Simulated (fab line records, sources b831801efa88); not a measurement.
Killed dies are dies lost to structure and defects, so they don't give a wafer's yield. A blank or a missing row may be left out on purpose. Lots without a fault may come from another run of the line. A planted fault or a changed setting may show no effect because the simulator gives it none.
Which tool did it? | flow gf180mcu | 6 lots, 18 wafers sampled, at 4 steps of a route of 602

WHAT THE GAUGES READ, wafer by wafer
GF_TOP_METAL_CD_MEAS_14: target cd 440 nm.
lot  | measured     | on        | cd_nm (nm)
L344 | day 28 11:38 | cd_sem-02 | 440.7 442.0 439.9
L347 | day 29 06:55 | cd_sem-01 | 442.8 441.9 442.7
L349 | day 30 07:05 | cd_sem-02 | 438.7 437.4 435.4
L351 | day 30 10:14 | cd_sem-01 | 440.0 440.2 439.7
L354 | day 31 10:18 | cd_sem-01 | 443.0 445.9 441.6
L357 | day 32 02:26 | cd_sem-01 | 438.5 437.8 438.1

WHICH TOOL RAN EACH LOT (tool, then ch and the chambers of the sampled wafers, then the start)
lot  | GF_MIM_METAL_ETCH_19              | GF_V5_CVD_02                    | GF_TOP_METAL_EXPOSE_11
L344 | rie_metal-03 ch 0,1, day 25 17:35 | pecvd-01 ch 0,1,2, day 26 19:02 | iline_stepper-01 ch 0, day 28 02:32
L347 | rie_metal-03 ch 0,1, day 26 16:59 | pecvd-01 ch 0,1, day 27 14:48   | iline_stepper-01 ch 0, day 28 22:11
L349 | rie_metal-03 ch 0, day 27 17:16   | pecvd-03 ch 0,1,2, day 28 14:06 | iline_stepper-01 ch 0, day 29 21:24
L351 | rie_metal-01 ch 0,1, day 27 20:46 | pecvd-03 ch 0,1, day 28 18:05   | iline_stepper-02 ch 0, day 30 01:10
L354 | rie_metal-02 ch 0,1, day 28 23:12 | pecvd-02 ch 0,2, day 29 19:38   | iline_stepper-02 ch 0, day 31 01:23
L357 | rie_metal-03 ch 0,1, day 29 17:07 | pecvd-01 ch 0,2, day 30 12:23   | iline_stepper-02 ch 0, day 31 17:43
- GF_MIM_METAL_ETCH_19: etches the open film in Cl2/BCl3, stops on Si3N4, target depth 324.5 nm, time 54.1 s.
- GF_V5_CVD_02: deposits SiO2 from TEOS, target thk 1450 nm, time 163.28 s.
- GF_TOP_METAL_EXPOSE_11: exposes mask MetalTop, target cd 440 nm.

THE ANSWER, worked out from the rows above alone
Rule: what is usual is taken from the lots themselves. Put in order of their means at a reading, lots are off if they are a third of the lots or fewer, leave a main group of 4 or more, and stand apart from it by a gap of 3 or more times the standard deviation of the main group's means; of several such gaps the widest counts. A main group whose means are all the same, to the digits that the tables above print for the reading, isn't used. A lot without any number at a reading at which 4 lots or more have one is off too. The other lots that the step has rows for count as sound.
No lot is off at any reading shown: from this, nothing can be told.

WHAT THE SIMULATOR HAD PUT IN
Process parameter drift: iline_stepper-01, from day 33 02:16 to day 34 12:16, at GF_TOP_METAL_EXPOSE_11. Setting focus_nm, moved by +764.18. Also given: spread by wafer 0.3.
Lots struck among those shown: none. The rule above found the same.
